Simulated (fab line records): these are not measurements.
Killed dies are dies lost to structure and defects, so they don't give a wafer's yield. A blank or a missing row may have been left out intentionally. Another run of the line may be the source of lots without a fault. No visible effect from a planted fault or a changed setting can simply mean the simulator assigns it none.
The tool behind it: which one?    flow gf180mcu    13 lots with 39 wafers sampled at 4 steps, on a route of 602 steps

WHAT THE GAUGES SHOWED, per wafer
GF_TOP_METAL_OVL_MEAS_15. Usual: TOP_METAL_OVL typically reads 1.2 nm, with standard deviation 1.7.
lot   measured      on          TOP_METAL_OVL (nm)  flag
L134  day 28 06:13  overlay-02  0.9 3.0 2.0         
L136  day 29 00:03  overlay-02  1.6 1.3 0.3         
L138  day 29 07:37  overlay-01  1.6 0.8 -0.6        
L143  day 30 16:54  overlay-01  3.0 1.7 1.6         
L144  day 30 22:12  overlay-01  1.5 1.2 0.2         
L146  day 31 14:43  overlay-02  1.8 3.1 2.1         
L147  day 32 01:27  overlay-01  3.9 3.2 2.8         
L150  day 32 18:51  overlay-02  1.8 1.0 1.6         
L151  day 32 21:58  overlay-02  -0.1 -0.1 -1.3      
L154  day 33 15:05  overlay-02  -0.4 0.0 0.0        
L155  day 33 22:04  overlay-01  3.2 3.8 4.8         
L156  day 33 23:11  overlay-02  1.4 1.9 1.2         
L157  day 34 02:59  overlay-02  -2.7 -2.1 -2.3      

EACH LOT AND THE TOOL THAT RAN IT (in order: tool; ch and the chambers of the sampled wafers; start)
lot   GF_V4_SPUTTER_21              GF_V5_CMP_26                   GF_TOP_METAL_SPUTTER_03
L134  pvd-sputter-02, day 24 15:03  cmp-01 ch 0,2, day 27 09:37    pvd-sputter-04, day 27 10:05
L136  pvd-sputter-01, day 25 11:29  cmp-01 ch 0,1,2, day 28 04:35  pvd-sputter-02, day 28 05:04
L138  pvd-sputter-03, day 25 19:45  cmp-01 ch 2,3, day 28 12:31    pvd-sputter-04, day 28 12:59
L143  pvd-sputter-01, day 27 08:23  cmp-01 ch 0,1,3, day 29 21:49  pvd-sputter-02, day 29 22:18
L144  pvd-sputter-03, day 27 13:51  cmp-01 ch 0,1,3, day 30 03:45  pvd-sputter-02, day 30 04:10
L146  pvd-sputter-01, day 28 08:36  cmp-02 ch 1,3, day 30 21:07    pvd-sputter-04, day 30 21:36
L147  pvd-sputter-03, day 28 20:35  cmp-01 ch 0,1,3, day 31 07:33  pvd-sputter-03, day 31 07:59
L150  pvd-sputter-02, day 29 17:01  cmp-02 ch 0,1,3, day 32 01:56  pvd-sputter-02, day 32 02:22
L151  pvd-sputter-02, day 29 20:23  cmp-02 ch 1,3, day 32 05:34    pvd-sputter-03, day 32 06:03
L154  pvd-sputter-02, day 30 16:42  cmp-02 ch 1,2,3, day 32 23:22  pvd-sputter-02, day 32 23:45
L155  pvd-sputter-01, day 30 22:58  cmp-01 ch 0,2,3, day 33 06:14  pvd-sputter-04, day 33 06:34
L156  pvd-sputter-01, day 31 00:27  cmp-01 ch 1,2,3, day 33 06:59  pvd-sputter-02, day 33 07:28
L157  pvd-sputter-01, day 31 04:26  cmp-01 ch 1,2,3, day 33 10:43  pvd-sputter-03, day 33 11:05
- GF_V4_SPUTTER_21: material Ti, target thk 15 nm, time 80.02 s.
- GF_V5_CMP_26: polishes, stops on SiO2, t overpolish 15 s, target thk 0 nm.
- GF_TOP_METAL_SPUTTER_03: material Ti, target thk 5 nm, time 3.3 s.

AS READ BY THE TOOLS THEMSELVES (means over the sampled wafers that have a number; for cases with no such wafer, the mark the record gives instead)
GF_V4_SPUTTER_21. Usual: throttle-valve-pct reads 29.6 % (standard deviation 0.95).
lot   tool            throttle-valve-pct (%)  flag
L134  pvd-sputter-02  29.3                    
L136  pvd-sputter-01  29.9                    
L138  pvd-sputter-03  29.3                    
L143  pvd-sputter-01  30.4                    
L144  pvd-sputter-03  29.4                    
L146  pvd-sputter-01  29.9                    
L147  pvd-sputter-03  29.2                    
L150  pvd-sputter-02  29.4                    
L151  pvd-sputter-02  29.0                    
L154  pvd-sputter-02  29.0                    
L155  pvd-sputter-01  31.0                    
L156  pvd-sputter-01  29.9                    
L157  pvd-sputter-01  29.6                    

GF_V5_CMP_26. Usual: motor-current-A 10.7 A, standard deviation 1.1; overpolish-run-s 14.999 s, standard deviation 0.0096; time-to-endpoint-s 85.6 s, standard deviation 2.5.
lot   tool    motor-current-A (A)  overpolish-run-s (s)  time-to-endpoint-s (s)  flag
L134  cmp-01  9.7                  15.002                85.0                    
L136  cmp-01  10.0                 14.999                84.8                    
L138  cmp-01  10.1                 14.994                86.6                    
L143  cmp-01  10.3                 14.998                86.0                    
L144  cmp-01  10.2                 15.001                85.3                    
L146  cmp-02  12.2                 14.993                82.5                    
L147  cmp-01  9.9                  14.993                87.0                    
L150  cmp-02  11.7                 15.002                87.0                    
L151  cmp-02  10.8                 14.999                84.7                    
L154  cmp-02  11.2                 15.003                85.7                    
L155  cmp-01  9.9                  15.002                82.5                    
L156  cmp-01  10.3                 14.995                84.9                    
L157  cmp-01  10.1                 15.004                86.7                    

GF_TOP_METAL_SPUTTER_03. Usual: throttle-valve-pct reads 29.4 % (standard deviation 0.92).
lot   tool            throttle-valve-pct (%)  flag
L134  pvd-sputter-04  30.0                    
L136  pvd-sputter-02  29.1                    
L138  pvd-sputter-04  29.9                    
L143  pvd-sputter-02  29.0                    
L144  pvd-sputter-02  29.0                    
L146  pvd-sputter-04  28.9                    
L147  pvd-sputter-03  29.8                    
L150  pvd-sputter-02  29.1                    
L151  pvd-sputter-03  29.0                    
L154  pvd-sputter-02  29.2                    
L155  pvd-sputter-04  28.9                    
L156  pvd-sputter-02  28.8                    
L157  pvd-sputter-03  29.0                    

THE ANSWER, worked out from the rows above alone
Rule: a lot counts as off when the mean over its wafers that have a number is more than 3 standard deviations away from the usual mean. Also off: a lot with no number at a reading for which 4 or more lots have one. All remaining lots with rows at the step are treated as sound. Order of review: gauges by route order, followed by the tools' own readings, for which a lot's mean as printed above is used. The first step at which some lot is off is used, and at that step the reading that is off furthest; a lot without a number counts as furthest.
Across all readings shown, no lot is off: no conclusion can be drawn from this.

WHAT THE SIMULATOR HAD INSERTED
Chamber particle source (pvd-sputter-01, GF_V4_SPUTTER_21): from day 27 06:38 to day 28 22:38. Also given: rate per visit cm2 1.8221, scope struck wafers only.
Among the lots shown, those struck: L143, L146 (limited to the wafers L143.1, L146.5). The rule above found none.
